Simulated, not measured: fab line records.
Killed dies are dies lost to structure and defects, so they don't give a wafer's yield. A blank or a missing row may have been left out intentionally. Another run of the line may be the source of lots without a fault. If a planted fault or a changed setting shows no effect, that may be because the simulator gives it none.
What tool caused it? + flow gf180mcu + Sampling: 14 lots, 42 wafers, 5 of 602 route steps

== WHAT THE GAUGES READ, wafer by wafer ==
GF_M3_OVL_MEAS_15.
| lot  | measured     | on         | M3_OVL (nm) |
|------|--------------|------------|-------------|
| L226 | day 21 09:38 | overlay-02 | 10 3 3      |
| L227 | day 21 13:29 | overlay-02 | -4 -4 -8    |
| L229 | day 22 21:50 | overlay-02 | 1 -1 -1     |
| L230 | day 23 01:34 | overlay-01 | -12 -10 -2  |
| L231 | day 23 10:53 | overlay-02 | 1 -5 -3     |
| L232 | day 23 16:38 | overlay-01 | -1 -2 4     |
| L233 | day 24 01:07 | overlay-01 | 8 7 5       |
| L234 | day 24 07:46 | overlay-02 | -3 -5 -7    |
| L238 | day 25 18:31 | overlay-01 | 71 77 81    |
| L239 | day 25 22:38 | overlay-01 | 68 63 65    |
| L240 | day 26 02:55 | overlay-01 | 69 68 62    |
| L245 | day 27 15:31 | overlay-01 | 6 -5 0      |
| L246 | day 27 20:55 | overlay-01 | 1 -1 -3     |
| L249 | day 28 17:10 | overlay-02 | -9 0 -4     |

GF_V3_CD_MEAS_14: target cd 260 nm.
| lot  | measured     | on       | cdNm (nm)         |
|------|--------------|----------|-------------------|
| L226 | day 22 09:40 | cdSem-01 | 260.0 260.4 258.9 |
| L227 | day 22 13:43 | cdSem-02 | 259.1 258.4 259.5 |
| L229 | day 23 21:37 | cdSem-02 | 259.8 260.8 260.3 |
| L230 | day 24 01:18 | cdSem-01 | 258.8 259.2 258.2 |
| L231 | day 24 10:16 | cdSem-02 | 259.7 259.8 261.1 |
| L232 | day 24 15:28 | cdSem-01 | 261.2 261.0 260.9 |
| L233 | day 25 00:42 | cdSem-01 | 260.2 260.2 260.3 |
| L234 | day 25 06:36 | cdSem-01 | 260.2 260.0 260.4 |
| L238 | day 26 17:27 | cdSem-01 | 257.7 257.5 258.7 |
| L239 | day 26 20:44 | cdSem-01 | 260.3 260.4 261.5 |
| L240 | day 27 00:58 | cdSem-01 | 260.8 259.4 261.0 |
| L245 | day 28 12:36 | cdSem-01 | 260.3 259.7 258.7 |
| L246 | day 28 18:15 | cdSem-01 | 260.5 260.1 260.1 |
| L249 | day 29 13:42 | cdSem-02 | 260.7 260.4 259.7 |

GF_M4_OVL_MEAS_15.
| lot  | measured     | on         | M4_OVL (nm) |
|------|--------------|------------|-------------|
| L226 | day 23 10:08 | overlay-02 | 6 2 -1      |
| L227 | day 23 13:59 | overlay-01 | -5 -3 -7    |
| L229 | day 24 21:05 | overlay-02 | -8 0 0      |
| L230 | day 25 00:37 | overlay-01 | 6 3 2       |
| L231 | day 25 08:50 | overlay-01 | -2 2 3      |
| L232 | day 25 14:02 | overlay-01 | -2 7 1      |
| L233 | day 26 00:13 | overlay-02 | 2 3 -1      |
| L234 | day 26 04:58 | overlay-01 | -2 6 5      |
| L238 | day 27 16:04 | overlay-02 | 1 -3 9      |
| L239 | day 27 18:12 | overlay-01 | -5 -1 -1    |
| L240 | day 27 22:38 | overlay-01 | -2 1 3      |
| L245 | day 29 09:52 | overlay-02 | -11 -2 -12  |
| L246 | day 29 14:52 | overlay-01 | -3 5 1      |
| L249 | day 30 10:31 | overlay-02 | -10 -13 -5  |

== WHICH TOOL RAN EACH LOT (tool, then ch and the chambers of the sampled wafers, then the start) ==
| lot  | GF_SALICIDE_RTA_06              | GF_M3_EXPOSE_11                  |
|------|---------------------------------|----------------------------------|
| L226 | rtpAnneal-01 ch 0, day 15 05:37 | krfScanner-01 ch 0, day 20 22:09 |
| L227 | rtpAnneal-02 ch 0, day 15 07:56 | krfScanner-02 ch 0, day 21 00:53 |
| L229 | rtpAnneal-01 ch 0, day 16 14:02 | krfScanner-02 ch 0, day 22 10:47 |
| L230 | rtpAnneal-02 ch 0, day 16 19:28 | krfScanner-01 ch 0, day 22 14:26 |
| L231 | rtpAnneal-02 ch 0, day 17 02:39 | krfScanner-01 ch 0, day 22 23:31 |
| L232 | rtpAnneal-02 ch 0, day 17 10:28 | krfScanner-01 ch 0, day 23 05:28 |
| L233 | rtpAnneal-01 ch 0, day 17 19:02 | krfScanner-02 ch 0, day 23 14:17 |
| L234 | rtpAnneal-01 ch 0, day 18 02:02 | krfScanner-02 ch 0, day 23 21:12 |
| L238 | rtpAnneal-02 ch 0, day 19 14:22 | krfScanner-01 ch 0, day 25 08:03 |
| L239 | rtpAnneal-02 ch 0, day 19 22:20 | krfScanner-01 ch 0, day 25 12:26 |
| L240 | rtpAnneal-01 ch 0, day 20 03:06 | krfScanner-01 ch 0, day 25 17:04 |
| L245 | rtpAnneal-02 ch 0, day 21 21:15 | krfScanner-02 ch 0, day 27 05:41 |
| L246 | rtpAnneal-02 ch 0, day 22 05:08 | krfScanner-02 ch 0, day 27 11:15 |
| L249 | rtpAnneal-02 ch 0, day 23 02:41 | krfScanner-02 ch 0, day 28 07:05 |
- GF_SALICIDE_RTA_06: time 30 s.
- GF_M3_EXPOSE_11: exposes mask Metal3, target cd 280 nm.

== AS READ BY THE TOOLS THEMSELVES (means over the sampled wafers that have a number; for cases with no such wafer, the mark the record gives instead) ==
GF_SALICIDE_RTA_06.
| lot  | tool         | lampPowerPct (%) | wafer_temp_C_max |
|------|--------------|------------------|------------------|
| L226 | rtpAnneal-01 | 5.8              | 533.2            |
| L227 | rtpAnneal-02 | 6.8              | 533.5            |
| L229 | rtpAnneal-01 | 5.8              | 533.4            |
| L230 | rtpAnneal-02 | 6.8              | 533.1            |
| L231 | rtpAnneal-02 | 6.8              | 534.5            |
| L232 | rtpAnneal-02 | 6.8              | 534.0            |
| L233 | rtpAnneal-01 | 5.8              | 532.5            |
| L234 | rtpAnneal-01 | 5.8              | 532.3            |
| L238 | rtpAnneal-02 | 6.8              | 534.0            |
| L239 | rtpAnneal-02 | 6.8              | 534.0            |
| L240 | rtpAnneal-01 | 5.8              | 532.8            |
| L245 | rtpAnneal-02 | 6.8              | 533.8            |
| L246 | rtpAnneal-02 | 6.8              | 534.4            |
| L249 | rtpAnneal-02 | 6.8              | 534.1            |

GF_M3_EXPOSE_11.
| lot  | tool          | focusOffsetNm (nm) |
|------|---------------|--------------------|
| L226 | krfScanner-01 | 0.5                |
| L227 | krfScanner-02 | 0.5                |
| L229 | krfScanner-02 | -0.9               |
| L230 | krfScanner-01 | -0.2               |
| L231 | krfScanner-01 | -0.2               |
| L232 | krfScanner-01 | 0.4                |
| L233 | krfScanner-02 | -0.4               |
| L234 | krfScanner-02 | 0.6                |
| L238 | krfScanner-01 | -0.5               |
| L239 | krfScanner-01 | -0.3               |
| L240 | krfScanner-01 | -0.9               |
| L245 | krfScanner-02 | -0.4               |
| L246 | krfScanner-02 | 0.2                |
| L249 | krfScanner-02 | -0.1               |

== THE ANSWER, worked out from the rows above alone ==
Rule: what is usual is taken from the lots themselves. The widest of any qualifying gaps counts: lots, ordered by their means at a reading, are off when they make up no more than a third of the lots, leave a main group of 4 or more, and stand apart from it by 3 or more times the standard deviation of that group's means. The tables above print the reading to a certain number of digits; a main group whose means all agree to those digits is not used. Also off: a lot with no number at a reading for which 4 or more lots have one. Any other lot the step has rows for is counted as sound. Order of review: gauges by route order, followed by the tools' own readings, for which a lot's mean as printed above is used. At the first step where some lot is off, the reading lying furthest off is the one used; lots without a number count as furthest.
Off: at GF_M3_OVL_MEAS_15 (M3_OVL), L238, L239, L240. Main group: mean -1 nm, sd 4.3.
If a tool, at a process step before that reading, ran all the lots that are off and no sound lot after the first of them, it fits. Those tools and the gauges at GF_M3_OVL_MEAS_15 are tried in the same way. One fits: krfScanner-01 at GF_M3_EXPOSE_11. Its last sound lot is L232 (day 23 05:28), its first lot that is off L238 (day 25 08:03): a fault that began between those two fits.

== WHAT WAS PUT IN BY THE SIMULATOR ==
Scanner matching overlay: krfScanner-01, from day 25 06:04 on, at GF_M3_EXPOSE_11. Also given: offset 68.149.
Lots struck among those shown: L238, L239, L240. The same result came from the rule above.
